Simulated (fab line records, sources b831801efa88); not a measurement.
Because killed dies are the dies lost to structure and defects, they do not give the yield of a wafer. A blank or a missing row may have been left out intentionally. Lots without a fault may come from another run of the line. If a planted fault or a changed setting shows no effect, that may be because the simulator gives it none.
Split-lot experiment :: flow sfqLine :: route with 325 steps; 5 lots, 27 wafers read

## ON THE SPLIT
At SFQ_TRILAYER_M5_BARC_OPEN_METAL_ETCH_161 (etches BARC in O2, target depth 125 nm, time 41.7 s), the setting timeS was moved away from the recipe's 41.7 s on 9 of the 27 wafers read, by -45.8% to +48.6%. All remaining wafers had this setting at the recipe value.

Reading taken at the split's own step.

## THE READING
KrF_of_TRILAYER_M5_LITHO_COAT_123.thkNm (the simulator's own value, which no gauge read), in nm, at SFQ_TRILAYER_M5_BARC_OPEN_METAL_ETCH_161 (etches BARC in O2, target depth 125 nm, time 41.7 s). The file gives no usual value for it. The 18 wafers here that ran the recipe average 523.9 nm, standard deviation 1.6 nm.

wafer: L077.1
tool, chamber at the split: rieMetal-02, 0
timeS as run, s: 61.95
against the recipe: +48.6%
KrF_of_TRILAYER_M5_LITHO_COAT_123.thkNm, nm: 498.5
against lot-mates on the recipe: -25.8

wafer: L077.2
tool, chamber at the split: rieMetal-02, 1
timeS as run, s: 41.7
against the recipe: recipe
KrF_of_TRILAYER_M5_LITHO_COAT_123.thkNm, nm: 525
against lot-mates on the recipe: -

wafer: L077.3
tool, chamber at the split: rieMetal-02, 0
timeS as run, s: 61.95
against the recipe: +48.6%
KrF_of_TRILAYER_M5_LITHO_COAT_123.thkNm, nm: 498.6
against lot-mates on the recipe: -25.7

wafer: L077.4
tool, chamber at the split: rieMetal-02, 1
timeS as run, s: 41.7
against the recipe: recipe
KrF_of_TRILAYER_M5_LITHO_COAT_123.thkNm, nm: 523
against lot-mates on the recipe: -

wafer: L077.5
tool, chamber at the split: rieMetal-02, 1
timeS as run, s: 61.95
against the recipe: +48.6%
KrF_of_TRILAYER_M5_LITHO_COAT_123.thkNm, nm: 497.7
against lot-mates on the recipe: -26.6

wafer: L077.6
tool, chamber at the split: rieMetal-02, 0
timeS as run, s: 41.7
against the recipe: recipe
KrF_of_TRILAYER_M5_LITHO_COAT_123.thkNm, nm: 525
against lot-mates on the recipe: -

wafer: L078.1
tool, chamber at the split: rieMetal-01, 1
timeS as run, s: 41.7
against the recipe: recipe
KrF_of_TRILAYER_M5_LITHO_COAT_123.thkNm, nm: 520.3
against lot-mates on the recipe: -

wafer: L078.2
tool, chamber at the split: rieMetal-01, 0
timeS as run, s: 41.7
against the recipe: recipe
KrF_of_TRILAYER_M5_LITHO_COAT_123.thkNm, nm: 522.8
against lot-mates on the recipe: -

wafer: L078.6
tool, chamber at the split: rieMetal-01, 0
timeS as run, s: 41.7
against the recipe: recipe
KrF_of_TRILAYER_M5_LITHO_COAT_123.thkNm, nm: 523.3
against lot-mates on the recipe: -

wafer: L079.1
tool, chamber at the split: rieMetal-02, 1
timeS as run, s: 48.14
against the recipe: +15.4%
KrF_of_TRILAYER_M5_LITHO_COAT_123.thkNm, nm: 513.9
against lot-mates on the recipe: -8.1

wafer: L079.2
tool, chamber at the split: rieMetal-02, 0
timeS as run, s: 48.14
against the recipe: +15.4%
KrF_of_TRILAYER_M5_LITHO_COAT_123.thkNm, nm: 513.8
against lot-mates on the recipe: -8.2

wafer: L079.3
tool, chamber at the split: rieMetal-02, 0
timeS as run, s: 41.7
against the recipe: recipe
KrF_of_TRILAYER_M5_LITHO_COAT_123.thkNm, nm: 522.7
against lot-mates on the recipe: -

wafer: L079.4
tool, chamber at the split: rieMetal-02, 1
timeS as run, s: 48.14
against the recipe: +15.4%
KrF_of_TRILAYER_M5_LITHO_COAT_123.thkNm, nm: 515.7
against lot-mates on the recipe: -6.3

wafer: L079.5
tool, chamber at the split: rieMetal-02, 1
timeS as run, s: 41.7
against the recipe: recipe
KrF_of_TRILAYER_M5_LITHO_COAT_123.thkNm, nm: 520.9
against lot-mates on the recipe: -

wafer: L079.6
tool, chamber at the split: rieMetal-02, 0
timeS as run, s: 41.7
against the recipe: recipe
KrF_of_TRILAYER_M5_LITHO_COAT_123.thkNm, nm: 522.5
against lot-mates on the recipe: -

wafer: L083.1
tool, chamber at the split: rieMetal-02, 1
timeS as run, s: 41.7
against the recipe: recipe
KrF_of_TRILAYER_M5_LITHO_COAT_123.thkNm, nm: 525
against lot-mates on the recipe: -

wafer: L083.2
tool, chamber at the split: rieMetal-02, 0
timeS as run, s: 41.7
against the recipe: recipe
KrF_of_TRILAYER_M5_LITHO_COAT_123.thkNm, nm: 525
against lot-mates on the recipe: -

wafer: L083.3
tool, chamber at the split: rieMetal-02, 1
timeS as run, s: 41.7
against the recipe: recipe
KrF_of_TRILAYER_M5_LITHO_COAT_123.thkNm, nm: 527.2
against lot-mates on the recipe: -

wafer: L083.4
tool, chamber at the split: rieMetal-02, 0
timeS as run, s: 41.7
against the recipe: recipe
KrF_of_TRILAYER_M5_LITHO_COAT_123.thkNm, nm: 524.3
against lot-mates on the recipe: -

wafer: L083.5
tool, chamber at the split: rieMetal-02, 1
timeS as run, s: 41.7
against the recipe: recipe
KrF_of_TRILAYER_M5_LITHO_COAT_123.thkNm, nm: 525.4
against lot-mates on the recipe: -

wafer: L083.6
tool, chamber at the split: rieMetal-02, 0
timeS as run, s: 41.7
against the recipe: recipe
KrF_of_TRILAYER_M5_LITHO_COAT_123.thkNm, nm: 525
against lot-mates on the recipe: -

wafer: L085.1
tool, chamber at the split: rieMetal-01, 0
timeS as run, s: 22.6
against the recipe: -45.8%
KrF_of_TRILAYER_M5_LITHO_COAT_123.thkNm, nm: 546.6
against lot-mates on the recipe: +22.3

wafer: L085.2
tool, chamber at the split: rieMetal-01, 1
timeS as run, s: 41.7
against the recipe: recipe
KrF_of_TRILAYER_M5_LITHO_COAT_123.thkNm, nm: 523.9
against lot-mates on the recipe: -

wafer: L085.3
tool, chamber at the split: rieMetal-01, 0
timeS as run, s: 41.7
against the recipe: recipe
KrF_of_TRILAYER_M5_LITHO_COAT_123.thkNm, nm: 525
against lot-mates on the recipe: -

wafer: L085.4
tool, chamber at the split: rieMetal-01, 1
timeS as run, s: 22.6
against the recipe: -45.8%
KrF_of_TRILAYER_M5_LITHO_COAT_123.thkNm, nm: 545.5
against lot-mates on the recipe: +21.2

wafer: L085.5
tool, chamber at the split: rieMetal-01, 0
timeS as run, s: 22.6
against the recipe: -45.8%
KrF_of_TRILAYER_M5_LITHO_COAT_123.thkNm, nm: 547.9
against lot-mates on the recipe: +23.6

wafer: L085.6
tool, chamber at the split: rieMetal-01, 1
timeS as run, s: 41.7
against the recipe: recipe
KrF_of_TRILAYER_M5_LITHO_COAT_123.thkNm, nm: 524
against lot-mates on the recipe: -

THE FIT
A straight line over all 27 wafers: KrF_of_TRILAYER_M5_LITHO_COAT_123.thkNm changes by -0.517 nm for each +1% of timeS; r = -0.99; the points scatter about the line by 1.6 nm.
The same after taking each lot's own level away (the mean of its wafers on the recipe; 27 wafers): -0.512 nm for each +1%; r = -1.00; scatter 1.1 nm.
According to that fit, moving timeS by its largest amount changes the reading by 25 nm.
Measured against the standard deviation above, the lots' own levels, which go from 522.03 to 525.32 nm, span 2.0 times it.
Consequently the slope shifts little with the lot-to-lot level, the two slopes agreeing.
Check: with one of the wafers moved furthest among these (+48.6%) left out of the fit, the line predicts -24.9 nm for it against its lot-mates. It came out at -25.8 nm against them.
Tool readings at the split's step, against how far the setting was moved: oesProductAu r = -0.84.

## THE WHOLE CHAIN: every reading that the file lists as answering this split, in the file's order
step: SFQ_TRILAYER_M5_BARC_OPEN_METAL_ETCH_161
what it does: etches BARC in O2, target depth 125 nm, time 41.7 s
reading: oesProductAu
change (the file's fit): not straight: 0.952 at the lowest setting, 0.686 at the recipe, 0.642 at the highest
r (the file's): not given

step: SFQ_TRILAYER_M5_BARC_OPEN_METAL_ETCH_161
what it does: etches BARC in O2, target depth 125 nm, time 41.7 s
reading: KrF_of_TRILAYER_M5_LITHO_COAT_123.thkNm (the simulator's own value, which no gauge read)
change (the file's fit): -0.513 nm for each +1% of the setting
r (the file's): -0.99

## FILE'S OWN FIT
KrF_of_TRILAYER_M5_LITHO_COAT_123.thkNm changes by -0.513 nm for each +1% of timeS, r = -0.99.
